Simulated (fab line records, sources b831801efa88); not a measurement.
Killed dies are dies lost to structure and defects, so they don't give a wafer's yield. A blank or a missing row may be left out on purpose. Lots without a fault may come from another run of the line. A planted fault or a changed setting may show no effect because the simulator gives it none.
Problem report in the 8D (eight disciplines) form, filled by code | flow sky130 | the parts of the form that need people (team, actions taken, sign-off) are left out

1. THE PROBLEM
killed_at_front_end at SKY_PAD_OPEN_PROBE_99 reads a mean of 418 on 1 wafer of 1 lot; wafers without a fault read 15 with a standard deviation of 4.6. That is +88 standard deviations from the usual mean.
First seen on wafer L299.6, day 47 22:38, on prober-01. The record holds 38 wafers of 13 lots with a number at this step. Rule for "out", or "out of limits": more than 4 standard deviations from the usual mean. The other wafers with a number count as sound.

2. WHAT IT IS AND WHAT IT IS NOT
question                    | is                                              | is not
which readings at this step | killed_at_front_end, killed_dies, killed_on_rim | killed_at_M0_to_M3, killed_at_M4_up, killed_at_contacts, killed_at_other, killed_open, killed_short
which lots                  | L299                                            | L291, L292, L294, L295, L296, L297, L308, L309, L310, L311, L312, L313
which wafers of those lots  | L299.6                                          | L299.1
read on which tools         | prober-01                                       | prober-02
when                        | from day 47 22:38                               | up to then (19 sound wafers); but 18 sound wafers of L308, L309, L310, L311, L312, L313 came after

3. SUSPECTS, AND WHAT RULES EACH OUT
Counting: a tool at a process step up to the reading stays a suspect if it ran every lot that is out. Sound lots after the first of them don't rule it out here, since some wafers of a struck lot are sound.
- iline_stepper-02 at SKY_LDD_LDN_EXPOSE_04 (exposes mask LDNTM, target cd 700 nm): kept. It ran the lot that is out, L299 (day 25 06:19); its last sound lot up to then is L297 (day 24 16:27).
- pvd_sputter-04 at SKY_METAL5_SPUTTER_00 (material Ti, target thk 15 nm, time 10 s): kept. It ran the lot that is out, L299 (day 45 05:24); its last sound lot up to then is L294 (day 43 16:32).
- pvd_sputter-04 at SKY_METAL5_SPUTTER_04 (material TiN, target thk 70 nm, time 58.3 s): kept. It ran the lot that is out, L299 (day 45 05:31); its last sound lot up to then is L294 (day 43 16:39).
- prober-01 at SKY_PAD_OPEN_PROBE_99: kept. It ran the lot that is out, L299 (day 47 22:23); its last sound lot up to then is L297 (day 47 13:17). Its own readings are out on those wafers: killed_at_front_end, killed_dies, killed_on_rim.
Left after counting: iline_stepper-02 at SKY_LDD_LDN_EXPOSE_04, pvd_sputter-04 at SKY_METAL5_SPUTTER_00, pvd_sputter-04 at SKY_METAL5_SPUTTER_04, prober-01 at SKY_PAD_OPEN_PROBE_99.

4. THE CAUSE (what the simulator had put in)
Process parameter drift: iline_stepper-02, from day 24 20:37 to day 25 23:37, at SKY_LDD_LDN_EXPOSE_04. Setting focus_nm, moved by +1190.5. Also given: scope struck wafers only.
Counting left 4 suspects, and this tool is among them.

5. THE CHAIN OF EFFECTS, in route order
Each row: a reading whose mean over the struck wafers that have a number lies more than 3 standard deviations from the usual. Only readings for which the record gives a usual standard deviation are gone through. hours: the time from each lot's start at the first step in this table that gives one to its start at this step, as a median over the lots. sigmas: the change in usual standard deviations.
hours | step                  | reading             | usual | on struck wafers | change | sigmas
0     | SKY_PAD_OPEN_PROBE_99 | killed_at_front_end | 15    | 418              | +403   | +88
0     | SKY_PAD_OPEN_PROBE_99 | killed_dies         | 85    | 479              | +394   | +40
0     | SKY_PAD_OPEN_PROBE_99 | killed_on_rim       | 17    | 85               | +68    | +17
The process steps in it:
- SKY_PAD_OPEN_PROBE_99

6. WHAT WOULD HAVE CAUGHT IT SOONER
In this record the first reading out of limits was taken at day 47 22:38, 554 hours after the fault began at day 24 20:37.
Of the tool readings at SKY_LDD_LDN_EXPOSE_04 for which the record gives a usual standard deviation, none was out on any struck wafer, so an alarm limit of 4 standard deviations on them would not have fired.
All the lots that are out (1) had begun SKY_LDD_LDN_EXPOSE_04 on iline_stepper-02 by day 47 22:38. A hold on the tool at that time would have spared none of them.
